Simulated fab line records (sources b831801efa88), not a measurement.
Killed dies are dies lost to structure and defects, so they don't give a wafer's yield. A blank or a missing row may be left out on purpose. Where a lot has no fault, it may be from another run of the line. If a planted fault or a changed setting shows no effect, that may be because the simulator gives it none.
What tool caused it? / flow gf180mcu / 36 wafers from 12 lots sampled at 4 of the route's 602 steps

== WHAT EACH GAUGE READ, for each wafer ==
GF_M5_CD_MEAS_07: target cd 280 nm.
lot=L627; measured=day 26 01:52; on=cd sem-02; cd nm (nm)=278.4 279.4 279.4
lot=L628; measured=day 26 12:22; on=cd sem-01; cd nm (nm)=280.7 279.4 279.7
lot=L630; measured=day 27 05:16; on=cd sem-02; cd nm (nm)=279.9 279.1 279.3
lot=L632; measured=day 27 21:35; on=cd sem-02; cd nm (nm)=281.7 281.6 281.0
lot=L633; measured=day 28 03:53; on=cd sem-02; cd nm (nm)=279.7 280.1 279.9
lot=L634; measured=day 28 12:11; on=cd sem-02; cd nm (nm)=282.0 280.1 281.5
lot=L635; measured=day 28 19:47; on=cd sem-01; cd nm (nm)=279.3 279.3 278.9
lot=L636; measured=day 29 05:35; on=cd sem-01; cd nm (nm)=279.5 279.3 279.7
lot=L638; measured=day 29 16:16; on=cd sem-02; cd nm (nm)=277.5 278.5 277.7
lot=L639; measured=day 30 03:13; on=cd sem-02; cd nm (nm)=280.5 279.6 278.6
lot=L643; measured=day 31 01:14; on=cd sem-02; cd nm (nm)=289.4 287.8 287.4
lot=L644; measured=day 31 11:40; on=cd sem-02; cd nm (nm)=288.0 287.4 286.7

GF_M5_OVL_MEAS_08.
lot=L627; measured=day 26 01:59; on=overlay-02; M5_OVL (nm)=6 -2 -4
lot=L628; measured=day 26 12:29; on=overlay-02; M5_OVL (nm)=-9 -3 9
lot=L630; measured=day 27 05:23; on=overlay-01; M5_OVL (nm)=2 5 10
lot=L632; measured=day 27 21:41; on=overlay-02; M5_OVL (nm)=-1 4 1
lot=L633; measured=day 28 04:00; on=overlay-02; M5_OVL (nm)=6 -4 6
lot=L634; measured=day 28 12:17; on=overlay-02; M5_OVL (nm)=1 -5 5
lot=L635; measured=day 28 19:52; on=overlay-01; M5_OVL (nm)=2 3 7
lot=L636; measured=day 29 05:41; on=overlay-02; M5_OVL (nm)=-4 -8 -5
lot=L638; measured=day 29 16:21; on=overlay-02; M5_OVL (nm)=1 8 -4
lot=L639; measured=day 30 03:20; on=overlay-01; M5_OVL (nm)=4 9 -1
lot=L643; measured=day 31 01:20; on=overlay-01; M5_OVL (nm)=1 -5 3
lot=L644; measured=day 31 11:47; on=overlay-01; M5_OVL (nm)=3 0 2

GF_V5_THK_MEAS_03.
lot=L627; measured=day 26 02:56; on=film metro-01; V5_CVD_02_THK (nm)=1432 1462 1488
lot=L628; measured=day 26 13:35; on=film metro-01; V5_CVD_02_THK (nm)=1459 1447 1452
lot=L630; measured=day 27 06:19; on=film metro-01; V5_CVD_02_THK (nm)=1430 1458 1455
lot=L632; measured=day 27 22:38; on=film metro-01; V5_CVD_02_THK (nm)=1469 1462 1473
lot=L633; measured=day 28 04:57; on=film metro-02; V5_CVD_02_THK (nm)=1458 1446 1484
lot=L634; measured=day 28 13:14; on=film metro-02; V5_CVD_02_THK (nm)=1428 1455 1459
lot=L635; measured=day 28 20:48; on=film metro-02; V5_CVD_02_THK (nm)=1447 1455 1446
lot=L636; measured=day 29 06:38; on=film metro-02; V5_CVD_02_THK (nm)=1463 1440 1481
lot=L638; measured=day 29 17:17; on=film metro-02; V5_CVD_02_THK (nm)=1481 1448 1471
lot=L639; measured=day 30 04:18; on=film metro-03; V5_CVD_02_THK (nm)=1446 1424 1456
lot=L643; measured=day 31 02:17; on=film metro-03; V5_CVD_02_THK (nm)=1453 1478 1491
lot=L644; measured=day 31 12:50; on=film metro-03; V5_CVD_02_THK (nm)=1451 1467 1500

== TOOL THAT RAN EACH LOT (tool first, then ch and the chambers of the sampled wafers, then the start) ==
lot=L627; GF_M5_EXPOSE_04=krf scanner-01 ch 0, day 25 15:55
lot=L628; GF_M5_EXPOSE_04=krf scanner-01 ch 0, day 26 01:58
lot=L630; GF_M5_EXPOSE_04=krf scanner-02 ch 0, day 26 19:44
lot=L632; GF_M5_EXPOSE_04=krf scanner-01 ch 0, day 27 11:51
lot=L633; GF_M5_EXPOSE_04=krf scanner-02 ch 0, day 27 18:26
lot=L634; GF_M5_EXPOSE_04=krf scanner-01 ch 0, day 28 02:34
lot=L635; GF_M5_EXPOSE_04=krf scanner-02 ch 0, day 28 10:31
lot=L636; GF_M5_EXPOSE_04=krf scanner-02 ch 0, day 28 20:14
lot=L638; GF_M5_EXPOSE_04=krf scanner-01 ch 0, day 29 07:18
lot=L639; GF_M5_EXPOSE_04=krf scanner-02 ch 0, day 29 18:10
lot=L643; GF_M5_EXPOSE_04=krf scanner-02 ch 0, day 30 16:14
lot=L644; GF_M5_EXPOSE_04=krf scanner-02 ch 0, day 31 02:55
- GF_M5_EXPOSE_04: exposes mask Metal5, target cd 280 nm.

== WHAT THE TOOLS THEMSELVES READ (means of the sampled wafers that have a number; where no wafer has one, the mark that the record gives instead) ==
GF_M5_EXPOSE_04.
lot=L627; tool=krf scanner-01; exposure dose mJ cm2=27.94
lot=L628; tool=krf scanner-01; exposure dose mJ cm2=27.94
lot=L630; tool=krf scanner-02; exposure dose mJ cm2=27.92
lot=L632; tool=krf scanner-01; exposure dose mJ cm2=27.98
lot=L633; tool=krf scanner-02; exposure dose mJ cm2=27.95
lot=L634; tool=krf scanner-01; exposure dose mJ cm2=27.90
lot=L635; tool=krf scanner-02; exposure dose mJ cm2=27.99
lot=L636; tool=krf scanner-02; exposure dose mJ cm2=27.99
lot=L638; tool=krf scanner-01; exposure dose mJ cm2=27.92
lot=L639; tool=krf scanner-02; exposure dose mJ cm2=28.00
lot=L643; tool=krf scanner-02; exposure dose mJ cm2=26.56
lot=L644; tool=krf scanner-02; exposure dose mJ cm2=26.84

== THE ANSWER, worked out from the rows above alone ==
Rule: the lots themselves supply what counts as usual. The widest of any qualifying gaps counts: lots, ordered by their means at a reading, are off when they make up no more than a third of the lots, leave a main group of 4 or more, and stand apart from it by 3 or more times the standard deviation of that group's means. A main group is skipped when, at the precision printed for the reading in the tables above, its means are all equal. Also off: a lot with no number at a reading for which 4 or more lots have one. Where the step has rows for the other lots, those lots are counted as sound. The gauges are gone through in route order, then the tools' own readings, and for those a lot's mean is taken as printed above. At the first step where some lot is off, the reading lying furthest off is the one used; lots without a number count as furthest.
Off: L643, L644 (GF_M5_CD_MEAS_07, cd nm). The main group has a mean of 279.7 nm with a standard deviation of 0.97.
A tool fits if, at a process step before that reading, it ran every lot that is off, and no sound lot after the first of them. The gauges at GF_M5_CD_MEAS_07 aren't tried: what is off there is off at GF_M5_EXPOSE_04 too, on other tools, and a gauge's error can't cause that. One fits: krf scanner-02 at GF_M5_EXPOSE_04. Its last sound lot is L639 (day 29 18:10), its first lot that is off L643 (day 30 16:14): a fault that began between those two fits.
The tool's own readings at GF_M5_EXPOSE_04 bear it out: on the lots that are off they differ by more than 5 times the standard deviation of the sound lots' means. exposure dose mJ cm2 reads 26.70 there against 27.95 on the sound lots.

== WHAT THE SIMULATOR PUT IN ==
Process parameters drifting: krf scanner-02 at GF_M5_EXPOSE_04, beginning at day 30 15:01. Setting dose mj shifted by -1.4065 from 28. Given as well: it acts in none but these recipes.
Shown lots that were struck: L643, L644. Same finding as the rule above.
